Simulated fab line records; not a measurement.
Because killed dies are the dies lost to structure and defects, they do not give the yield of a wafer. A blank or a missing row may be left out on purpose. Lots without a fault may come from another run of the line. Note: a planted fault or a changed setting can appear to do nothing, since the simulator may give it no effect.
fab line records | flow sky130
[record] lots = 7 | wafers = 21 | last_day = 50
route steps=708 shown METAL5@662
lots untouched by any fault: they come from a run of this same line in which no faults occurred
start_h: hours from the record's first day to the start of the lot's first wafer shown | wait_h: time in hours since the lot's previous step | " repeats the value in the row above | L1.1+2: a row that stands for several wafers | - no value present, or no start provided | * or withheld: withheld | < > ~ a bound
route shown NAME@n: NAME is a module with steps in the file, n the number in the route of the first one | usual: the fault-free wafers' mean and standard deviation | same: alike in all rows | chamber/n: place in a boat | sites: per-site readings | _std_site: the standard deviation of these | _edge_site: mean of outer sites minus mean of inner sites | radius_mm: for every site, how far away it sits from the centre of the wafer | mask NAME#n: copy n | behind: the tool/chamber that last shaped the wafer | hold: reason for holding the lot/hours on hold/outcome of the hold | device: whichever transistor did not switch (one of n, p or np) | end of line: the route-end tests of the same wafers | a step with no rows: only its recipe | killed: not the wafer's yield, but the dies lost to structure and defects at the first sort | map: a wafer's dies, x killed, . not, _ none there
set.NAME: the setting the step ran with; set.NAME@STEP: the setting that earlier step ran with | model.NAME: the simulator's own value behind a step, which no gauge read
lots at selected steps of the route; one table per step, one row per wafer
services: the hour from which a tool's chamber was out of use, counted from the record's first day as start_h (under 0 if before that day), plus the number of hours and why
[[steps]]
[step SKY_METAL5_SPUTTER_01]
[recipe] material = TiN | target_thk_nm = 20 | power_w = 6500 | time_s = 16.7 | chamber_pressure_pa = 0.4
[usual] chamber_pressure_pa = 0.4001/0.00077 | throttle_valve_pct = 29.8/0.74
lot.wafer | tool           | chamber | start_h | wait_h | chamber_pressure_pa | throttle_valve_pct
L504.1    | pvd_sputter-02 | -       | 1045.44 | 0.0    | 0.4001              | 29.2
L504.3    | "              | -       | "       | "      | 0.4001              | 28.7
L504.6    | "              | -       | "       | "      | 0.3991              | 29.1
L503.1    | pvd_sputter-01 | -       | 1046.50 | 0.0    | 0.4003              | 30.0
L503.2    | "              | -       | "       | "      | 0.3995              | 29.9
L503.5    | "              | -       | "       | "      | 0.3997              | 31.3
L512.3    | pvd_sputter-02 | -       | 1095.72 | 0.0    | 0.4003              | 29.0
L512.5    | "              | -       | "       | "      | 0.4001              | 28.9
L512.6    | "              | -       | "       | "      | 0.4001              | 28.9
L513.1    | pvd_sputter-03 | -       | 1096.38 | 0.0    | 0.4009              | 30.0
L513.4    | "              | -       | "       | "      | 0.4010              | 30.5
L513.5    | "              | -       | "       | "      | 0.3996              | 29.1
L514.1    | pvd_sputter-02 | -       | 1104.42 | 0.0    | 0.4010              | 29.3
L514.2    | "              | -       | "       | "      | 0.4006              | 29.3
L514.6    | "              | -       | "       | "      | 0.3994              | 29.0
L515.1    | pvd_sputter-02 | -       | 1111.67 | 0.0    | 0.4002              | 29.1
L515.5    | "              | -       | "       | "      | 0.3998              | 29.0
L515.6    | "              | -       | "       | "      | 0.4003              | 29.1
L522.3    | pvd_sputter-03 | -       | 1144.26 | 0.0    | 0.3995              | 29.9
L522.5    | "              | -       | "       | "      | 0.4001              | 29.1
L522.6    | "              | -       | "       | "      | 0.4010              | 30.1
[step SKY_METAL5_SPUTTER_02]
[recipe] material = AlCu | target_thk_nm = 1150 | power_w = 10600 | time_s = 61.2 | chamber_pressure_pa = 0.4
[usual] chamber_pressure_pa = 0.4000/0.00076 | throttle_valve_pct = 29.8/0.74
lot.wafer | tool           | chamber | start_h | wait_h | chamber_pressure_pa | throttle_valve_pct
L504.1    | pvd_sputter-02 | -       | 1045.46 | 0.0    | 0.4003              | 29.2
L504.3    | "              | -       | "       | "      | 0.3995              | 29.1
L504.6    | "              | -       | "       | "      | 0.4006              | 29.3
L503.1    | pvd_sputter-01 | -       | 1046.53 | 0.0    | 0.4011              | 29.9
L503.2    | "              | -       | "       | "      | 0.4007              | 29.6
L503.5    | "              | -       | "       | "      | 0.4012              | 31.2
L512.3    | pvd_sputter-02 | -       | 1095.75 | 0.0    | 0.4010              | 28.7
L512.5    | "              | -       | "       | "      | 0.4016              | 28.8
L512.6    | "              | -       | "       | "      | 0.4013              | 29.2
L513.1    | pvd_sputter-03 | -       | 1096.41 | 0.0    | 0.3996              | 30.1
L513.4    | "              | -       | "       | "      | 0.3990              | 30.7
L513.5    | "              | -       | "       | "      | 0.4009              | 28.9
L514.1    | pvd_sputter-02 | -       | 1104.45 | 0.0    | 0.4004              | 29.4
L514.2    | "              | -       | "       | "      | 0.4003              | 28.9
L514.6    | "              | -       | "       | "      | 0.4012              | 29.4
L515.1    | pvd_sputter-02 | -       | 1111.70 | 0.0    | 0.3991              | 29.2
L515.5    | "              | -       | "       | "      | 0.3995              | 28.8
L515.6    | "              | -       | "       | "      | 0.3998              | 28.9
L522.3    | pvd_sputter-03 | -       | 1144.28 | 0.0    | 0.4007              | 30.0
L522.5    | "              | -       | "       | "      | 0.3991              | 29.2
L522.6    | "              | -       | "       | "      | 0.4006              | 29.9
[step SKY_METAL5_SPUTTER_03]
[recipe] material = Ti | target_thk_nm = 5 | power_w = 3000 | time_s = 3.3 | chamber_pressure_pa = 0.4
[usual] chamber_pressure_pa = 0.4000/0.00069 | throttle_valve_pct = 29.7/0.75
lot.wafer | tool           | chamber | start_h | wait_h | chamber_pressure_pa | throttle_valve_pct
L504.1    | pvd_sputter-02 | -       | 1045.51 | 0.0    | 0.3998              | 29.4
L504.3    | "              | -       | "       | "      | 0.3985              | 28.8
L504.6    | "              | -       | "       | "      | 0.3992              | 29.1
L503.1    | pvd_sputter-01 | -       | 1046.58 | 0.0    | 0.4004              | 29.8
L503.2    | "              | -       | "       | "      | 0.4008              | 29.9
L503.5    | "              | -       | "       | "      | 0.4011              | 31.3
L512.3    | pvd_sputter-02 | -       | 1095.80 | 0.0    | 0.4000              | 28.8
L512.5    | "              | -       | "       | "      | 0.3996              | 28.7
L512.6    | "              | -       | "       | "      | 0.3993              | 29.0
L513.1    | pvd_sputter-03 | -       | 1096.46 | 0.0    | 0.4000              | 29.8
L513.4    | "              | -       | "       | "      | 0.4012              | 30.5
L513.5    | "              | -       | "       | "      | 0.4005              | 29.2
L514.1    | pvd_sputter-02 | -       | 1104.50 | 0.0    | 0.4007              | 29.3
L514.2    | "              | -       | "       | "      | 0.4006              | 28.9
L514.6    | "              | -       | "       | "      | 0.4005              | 28.7
L515.1    | pvd_sputter-02 | -       | 1111.75 | 0.0    | 0.3987              | 29.0
L515.5    | "              | -       | "       | "      | 0.3997              | 28.8
L515.6    | "              | -       | "       | "      | 0.4003              | 29.1
L522.3    | pvd_sputter-03 | -       | 1144.33 | 0.0    | 0.4000              | 29.9
L522.5    | "              | -       | "       | "      | 0.4003              | 29.2
L522.6    | "              | -       | "       | "      | 0.3992              | 30.0
[step SKY_METAL5_SPUTTER_04]
[recipe] material = TiN | target_thk_nm = 70 | power_w = 6500 | time_s = 58.3 | chamber_pressure_pa = 0.4
[usual] chamber_pressure_pa = 0.3999/0.00084 | throttle_valve_pct = 29.8/0.74
lot.wafer | tool           | chamber | start_h | wait_h | chamber_pressure_pa | throttle_valve_pct
L504.1    | pvd_sputter-02 | -       | 1045.53 | 0.0    | 0.4005              | 29.1
L504.3    | "              | -       | "       | "      | 0.3996              | 28.8
L504.6    | "              | -       | "       | "      | 0.4000              | 28.9
L503.1    | pvd_sputter-01 | -       | 1046.60 | 0.0    | 0.3999              | 29.8
L503.2    | "              | -       | "       | "      | 0.3995              | 29.8
L503.5    | "              | -       | "       | "      | 0.4011              | 31.4
L512.3    | pvd_sputter-02 | -       | 1095.82 | 0.0    | 0.3993              | 28.8
L512.5    | "              | -       | "       | "      | 0.3998              | 28.6
L512.6    | "              | -       | "       | "      | 0.4011              | 29.3
L513.1    | pvd_sputter-03 | -       | 1096.48 | 0.0    | 0.4000              | 30.1
L513.4    | "              | -       | "       | "      | 0.3997              | 30.5
L513.5    | "              | -       | "       | "      | 0.3991              | 29.1
L514.1    | pvd_sputter-02 | -       | 1104.52 | 0.0    | 0.4007              | 29.1
L514.2    | "              | -       | "       | "      | 0.3993              | 29.0
L514.6    | "              | -       | "       | "      | 0.3996              | 28.9
L515.1    | pvd_sputter-02 | -       | 1111.77 | 0.0    | 0.4001              | 29.2
L515.5    | "              | -       | "       | "      | 0.3996              | 28.8
L515.6    | "              | -       | "       | "      | 0.3999              | 29.3
L522.3    | pvd_sputter-03 | -       | 1144.35 | 0.0    | 0.3988              | 29.8
L522.5    | "              | -       | "       | "      | 0.4014              | 29.3
L522.6    | "              | -       | "       | "      | 0.4005              | 29.8
[step SKY_METAL5_RS_MEAS_05]
[recipe] thk_meas_gauge = four-point-probe | reads = TiN_of_METAL5_SPUTTER_04+Ti_of_METAL5_SPUTTER_03+AlCu_of_METAL5_SPUTTER_02+TiN_of_METAL5_SPUTTER_01+Ti_of_METAL5_SPUTTER_00
[usual] METAL5_ALCU_RS = 0.0272/0.0003
lot.wafer | tool          | chamber | start_h | wait_h | METAL5_ALCU_RS[ohm/sq]
L504.1    | film_metro-03 | -       | 1045.58 | 0.0    | 0.0271
L504.3    | "             | -       | "       | "      | 0.0269
L504.6    | "             | -       | "       | "      | 0.0271
L503.1    | film_metro-03 | -       | 1046.65 | 0.0    | 0.0274
L503.2    | "             | -       | "       | "      | 0.0272
L503.5    | "             | -       | "       | "      | 0.0272
L512.3    | film_metro-03 | -       | 1095.91 | 0.1    | 0.0271
L512.5    | "             | -       | "       | "      | 0.0273
L512.6    | "             | -       | "       | "      | 0.0273
L513.1    | film_metro-03 | -       | 1096.52 | 0.0    | 0.0275
L513.4    | "             | -       | "       | "      | 0.0269
L513.5    | "             | -       | "       | "      | 0.0270
L514.1    | film_metro-03 | -       | 1104.57 | 0.0    | 0.0269
L514.2    | "             | -       | "       | "      | 0.0263
L514.6    | "             | -       | "       | "      | 0.0265
L515.1    | film_metro-04 | -       | 1111.82 | 0.0    | 0.0269
L515.5    | "             | -       | "       | "      | 0.0272
L515.6    | "             | -       | "       | "      | 0.0271
L522.3    | film_metro-03 | -       | 1144.44 | 0.1    | 0.0276
L522.5    | "             | -       | "       | "      | 0.0273
L522.6    | "             | -       | "       | "      | 0.0275
[step SKY_METAL5_THK_MEAS_06]
[recipe] thk_meas_gauge = xrf | reads = AlCu_of_METAL5_SPUTTER_02
[usual] METAL5_ALCU_THK = 1130/15
lot.wafer | tool          | chamber | start_h | wait_h | METAL5_ALCU_THK[nm]
L504.1    | film_metro-03 | -       | 1045.70 | 0.1    | 1134
L504.3    | "             | -       | "       | "      | 1144
L504.6    | "             | -       | "       | "      | 1134
L503.1    | film_metro-03 | -       | 1046.77 | 0.1    | 1129
L503.2    | "             | -       | "       | "      | 1129
L503.5    | "             | -       | "       | "      | 1131
L512.3    | film_metro-03 | -       | 1096.01 | 0.1    | 1131
L512.5    | "             | -       | "       | "      | 1129
L512.6    | "             | -       | "       | "      | 1128
L513.1    | film_metro-03 | -       | 1096.64 | 0.1    | 1116
L513.4    | "             | -       | "       | "      | 1150
L513.5    | "             | -       | "       | "      | 1142
L514.1    | film_metro-03 | -       | 1104.69 | 0.1    | 1139
L514.2    | "             | -       | "       | "      | 1168
L514.6    | "             | -       | "       | "      | 1161
L515.1    | film_metro-04 | -       | 1111.94 | 0.1    | 1135
L515.5    | "             | -       | "       | "      | 1117
L515.6    | "             | -       | "       | "      | 1122
L522.3    | film_metro-03 | -       | 1144.54 | 0.1    | 1110
L522.5    | "             | -       | "       | "      | 1126
L522.6    | "             | -       | "       | "      | 1122
[step SKY_METAL5_DEHYDRATE_07]
[recipe] temp_c = 200 | time_s = 60
[step SKY_METAL5_HMDS_08]
[recipe] prime_time_s = 60 | prime_temp_c = 120
[step SKY_METAL5_COAT_09]
[recipe] resist = NOVOLAK | spin_rpm = 3000 | resist_thk_nm = 1800
[step SKY_METAL5_SOFTBAKE_10]
[recipe] temp_c = 90 | time_s = 60 | resist = NOVOLAK
[step SKY_METAL5_EXPOSE_11]
[recipe] mask_id = MM5 | na = 0.6 | source_shape = conventional | sigma_outer = 0.6 | polarization = unpolarized | target_cd_nm = 1600 | dose_mj = 190
[step SKY_METAL5_PEB_12]
[recipe] temp_c = withheld | time_s = * | resist = NOVOLAK
[step SKY_METAL5_DEVELOP_13]
[recipe] resist = NOVOLAK | developer = TMAH | develop_time_s = 60 | dev_temp_c = 23
[usual] chill_plate_temp_C = 23.01/0.11 | develop_time_s = 60/0
lot.wafer | tool           | chamber | start_h | wait_h | chill_plate_temp_C | develop_time_s
L504.1    | litho_track-03 | 0       | 1066.54 | 0.1    | 22.99              | 60
L504.3    | "              | 0       | "       | "      | 23.00              | 60
L504.6    | "              | 0       | "       | "      | 23.04              | 60
L503.1    | litho_track-02 | 0       | 1067.14 | 0.1    | 23.01              | 60
L503.2    | "              | 0       | "       | "      | 23.14              | 60
L503.5    | "              | 0       | "       | "      | 23.09              | 60
L512.3    | litho_track-03 | -       | 1116.39 | 0.1    | -                  | -
L512.5    | "              | -       | "       | "      | -                  | -
L512.6    | "              | -       | "       | "      | -                  | -
L513.1    | litho_track-04 | -       | 1117.16 | 0.1    | -                  | -
L513.4    | "              | -       | "       | "      | -                  | -
L513.5    | "              | -       | "       | "      | -                  | -
L514.1    | litho_track-03 | -       | 1124.59 | 0.1    | -                  | -
L514.2    | "              | -       | "       | "      | -                  | -
L514.6    | "              | -       | "       | "      | -                  | -
L515.1    | litho_track-04 | 0       | 1130.96 | 0.1    | 22.98              | 60
L515.5    | "              | 0       | "       | "      | 23.08              | 60
L515.6    | "              | 0       | "       | "      | 23.05              | 60
L522.3    | litho_track-02 | 0       | 1161.94 | 0.1    | 22.91              | 60
L522.5    | "              | 0       | "       | "      | 23.02              | 60
L522.6    | "              | 0       | "       | "      | 22.97              | 60
[step SKY_METAL5_DESCUM_14]
[recipe] chemistry = O2 | source_power_w = 150 | bias_power_w = 0 | pressure_mtorr = 10 | temp_c = 40 | time_s = 11
[usual] drypump_motor_current_A = 5.7/0.45 | he_backside_leak_sccm = 3.31/0.25 | oes_product_au = 0.996/0.0085
lot.wafer | tool         | chamber | start_h | wait_h | drypump_motor_current_A | he_backside_leak_sccm | oes_product_au | rf_hours_counter_h
L504.1    | rie_metal-03 | 0       | 1066.69 | 0.1    | 5.6                     | 3.11                  | 1.007          | 10
L504.3    | "            | 0       | "       | "      | 5.6                     | 3.17                  | 1.007          | -
L504.6    | "            | 1       | "       | "      | 6.5                     | 3.73                  | 0.996          | -
L503.1    | rie_metal-04 | 1       | 1067.29 | 0.1    | 5.9                     | 3.35                  | 0.995          | 13
L503.2    | "            | 0       | "       | "      | 5.0                     | 3.58                  | 0.998          | 12
L503.5    | "            | 0       | "       | "      | 5.0                     | 3.76                  | 0.990          | -
L512.3    | rie_metal-01 | 0       | 1116.50 | 0.1    | 5.4                     | 3.34                  | 0.989          | -
L512.5    | "            | 1       | "       | "      | 5.8                     | 3.08                  | 1.006          | -
L512.6    | "            | 0       | "       | "      | 5.4                     | 4.30                  | 0.984          | -
L513.1    | rie_metal-03 | 0       | 1117.31 | 0.1    | 5.6                     | 3.31                  | 1.013          | 15
L513.4    | "            | 1       | "       | "      | 6.5                     | 3.65                  | 1.003          | -
L513.5    | "            | 1       | "       | "      | 6.5                     | 3.70                  | 1.002          | -
L514.1    | rie_metal-01 | 1       | 1124.74 | 0.1    | 5.9                     | 3.13                  | 0.999          | 22
L514.2    | "            | 0       | "       | "      | 5.3                     | 3.26                  | 0.982          | 20
L514.6    | "            | 0       | "       | "      | 5.4                     | 3.37                  | 0.991          | -
L515.1    | rie_metal-04 | 1       | 1131.11 | 0.1    | 5.8                     | 3.01                  | 0.995          | 17
L515.5    | "            | 0       | "       | "      | 5.0                     | 3.36                  | 1.000          | -
L515.6    | "            | 1       | "       | "      | 5.9                     | 3.09                  | 0.999          | -
L522.3    | rie_metal-04 | 0       | 1162.05 | 0.1    | 5.0                     | 3.46                  | 1.008          | -
L522.5    | "            | 1       | "       | "      | 5.9                     | 2.98                  | 0.996          | -
L522.6    | "            | 0       | "       | "      | 4.9                     | 3.63                  | 1.002          | -
[[services]]
tool           | chamber | start_h | hours | kind
pvd_sputter-02 | -       | 1046.65 | 12.6  | repair
rie_metal-03   | -       | 1050.13 | 0.5   | repair
pvd_sputter-01 | -       | 1059.15 | 1.0   | repair
pvd_sputter-01 | -       | 1119.28 | 5.2   | repair
litho_track-02 | -       | 1138.62 | -     | consumable_replace:filter
[[key]]
[first_sign] step = SKY_METAL5_DEVELOP_13 | reading = tool_record | direction = missing
effect none on later readings
met_at SKY_METAL5_DEVELOP_13
struck_wafers L512.3,L512.5,L512.6,L513.1,L513.4,L513.5,L514.1,L514.2,L514.6
later_rows_left_out L512.3,L512.5,L512.6,L513.1,L513.4,L513.5,L514.1,L514.2,L514.6
sort_left_out L512.3,L512.5,L512.6,L513.1,L513.4,L513.5,L514.1,L514.2,L514.6
onset_between 1066.54 1116.39
[fault] kind = skipped_step_whole | tool = litho_track-03,litho_track-04 | chamber = - | onset_h = 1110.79 | steps = SKY_METAL5_DEVELOP_13 | scope = struck_lots_only
// sort_left_out: the simulated sort isn't trusted on such a fault, so these wafers' sort isn't shown, and their yield isn't known
// later_rows_left_out: the simulator's readings of these wafers behind a module that went badly wrong aren't trusted and aren't shown, but for the sort
